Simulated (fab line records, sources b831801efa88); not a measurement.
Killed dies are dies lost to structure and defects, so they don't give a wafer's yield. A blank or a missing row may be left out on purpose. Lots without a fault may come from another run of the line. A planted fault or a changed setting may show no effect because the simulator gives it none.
Chamber matching | flow sfq_line | SFQ_TRILAYER_I0_VIA_BARC_OPEN_VIA_ETCH_046 on rie_diel-01: 4 sister chambers
The step etches BARC in O2, target depth 125 nm, time 41.7 s. 14 wafers are shown with their chamber, then 7 later ones without.

WAFERS WITH THEIR CHAMBER
wafer  | chamber | oes_product_au (a.u.)
L469.3 | 3       | 0.683
L469.4 | 2       | 0.686
L469.6 | 2       | 0.688
L470.4 | 3       | 0.676
L470.5 | 3       | 0.672
L470.6 | 0       | 0.685
L473.2 | 1       | 0.692
L473.3 | 2       | 0.684
L473.6 | 2       | 0.685
L476.1 | 0       | 0.691
L476.4 | 2       | 0.677
L476.6 | 2       | 0.683
L484.1 | 3       | 0.690
L484.3 | 1       | 0.694

SIGNATURES (means of the wafers above)
reading        | chamber 0 | chamber 1 | chamber 2 | chamber 3 | scatter within a chamber
oes_product_au | 0.68800   | 0.69300   | 0.68383   | 0.68025   | 0.00529
Rule: a wafer's distance from a chamber is the root of the sum, over the readings, of the square of ((its reading less the chamber's mean) divided by the reading's scatter). The wafer belongs to the nearest chamber; if the next one is less than 2 further off, it can't be placed. The scatter: the root of (the sum of the squares of (reading less its chamber's mean) over the shown wafers, divided by (wafers less chambers)).

WAFERS WITHOUT THEIR CHAMBER
wafer  | oes_product_au (a.u.)
L484.6 | 0.685
L485.2 | 0.682
L485.5 | 0.686
L485.6 | 0.691
L488.3 | 0.679
L488.4 | 0.686
L488.5 | 0.694

WHICH CHAMBER EACH WENT THROUGH
wafer  | from the rows above               | in truth
L484.6 | can't be placed: 2 or 0 or 3 or 1 | 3
L485.2 | can't be placed: 3 or 2 or 0 or 1 | 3
L485.5 | can't be placed: 0 or 2 or 3 or 1 | 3
L485.6 | can't be placed: 1 or 0 or 2 or 3 | 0
L488.3 | can't be placed: 3 or 2 or 0      | 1
L488.4 | can't be placed: 0 or 2 or 3 or 1 | 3
L488.5 | can't be placed: 1 or 0 or 2      | 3
Placed correctly: 0 of 7. Can't be placed from these rows: 7 (the true chamber is among the candidates in 5). Placed wrongly: 0.
